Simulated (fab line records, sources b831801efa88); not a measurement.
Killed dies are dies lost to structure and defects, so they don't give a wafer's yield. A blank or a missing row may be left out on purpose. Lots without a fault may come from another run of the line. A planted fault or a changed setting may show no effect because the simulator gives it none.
Problem report in the 8D (eight disciplines) form, filled by code | flow gf180mcu | the parts of the form that need people (team, actions taken, sign-off) are left out

1. THE PROBLEM
cd_nm at GF_M3_CD_MEAS_14 reads a mean of 259.9 nm on 4 wafers of 3 lots; wafers without a fault read 280.0 nm with a standard deviation of 1.3. That is -16 standard deviations from the usual mean.
The step: target cd 280 nm.
First seen on wafer L521.2, day 23 14:31, on cd_sem-02. The record holds 35 wafers of 12 lots with a number at this step. Rule for "out", or "out of limits": more than 4 standard deviations from the usual mean. The other wafers with a number count as sound.

2. WHAT IT IS AND WHAT IT IS NOT
question                    | is                             | is not
which readings at this step | cd_nm                          | -
which lots                  | L521, L522, L524               | L516, L519, L520, L533, L534, L535, L536, L537, L538
which wafers of those lots  | L521.2, L522.2, L522.4, L524.4 | L521.5, L522.6, L524.1, L524.6
read on which gauges        | cd_sem-01, cd_sem-02           | -
when                        | from day 23 14:31              | up to then (10 sound wafers); but 21 sound wafers of L522, L524, L533, L534, L535, L536, L537, L538 came after

3. SUSPECTS, AND WHAT RULES EACH OUT
Counting: a tool at a process step up to the reading stays a suspect if it ran every lot that is out. Sound lots after the first of them don't rule it out here, since some wafers of a struck lot are sound.
- the gauge at GF_M3_CD_MEAS_14: ruled out. The wafers that are out were read on 2 gauges (cd_sem-01, cd_sem-02).
- krf_scanner-01 at GF_M3_EXPOSE_11 (exposes mask Metal3, target cd 280 nm): kept. It ran every lot that is out, first L521 (day 23 03:38); its last sound lot up to then is L520 (day 22 21:15).
Left after counting: krf_scanner-01 at GF_M3_EXPOSE_11.

4. THE CAUSE (what the simulator had put in)
Process parameter drift: krf_scanner-01, from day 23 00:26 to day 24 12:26, at GF_M3_EXPOSE_11. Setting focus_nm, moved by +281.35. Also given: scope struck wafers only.
Counting left only this tool.

5. THE CHAIN OF EFFECTS, in route order
Each row: a reading whose mean over the struck wafers that have a number lies more than 3 standard deviations from the usual. Only readings for which the record gives a usual standard deviation are gone through. hours: the time from each lot's start at the first step in this table that gives one to its start at this step, as a median over the lots. sigmas: the change in usual standard deviations.
hours | step                 | reading               | usual    | on struck wafers | change | sigmas
0     | GF_M3_CD_MEAS_14     | cd_nm                 | 280.0 nm | 259.9            | -20.1  | -16
90    | GF_MIM_METAL_ETCH_19 | he_backside_leak_sccm | 3.3 sccm | 4.7              | +1.4   | +3.1
The process steps in it:
- GF_MIM_METAL_ETCH_19: etches the open film in Cl2/BCl3, stops on Si3N4, target depth 324.5 nm, time 54.1 s.
Later measuring or inspecting steps at which every struck wafer that the step has a row for has a number for every such reading, and none has moved that far: GF_V4_CD_MEAS_14.

6. WHAT WOULD HAVE CAUGHT IT SOONER
In this record the first reading out of limits at a measuring or inspecting step was taken at day 23 14:31, 14 hours after the fault began at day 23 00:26.
Of the tool readings at GF_M3_EXPOSE_11 for which the record gives a usual standard deviation, none was out on any struck wafer, so an alarm limit of 4 standard deviations on them would not have fired.
Of the lots that are out (3), L524 began GF_M3_EXPOSE_11 on krf_scanner-01 after day 23 14:31. A hold on the tool at that time would have spared it.
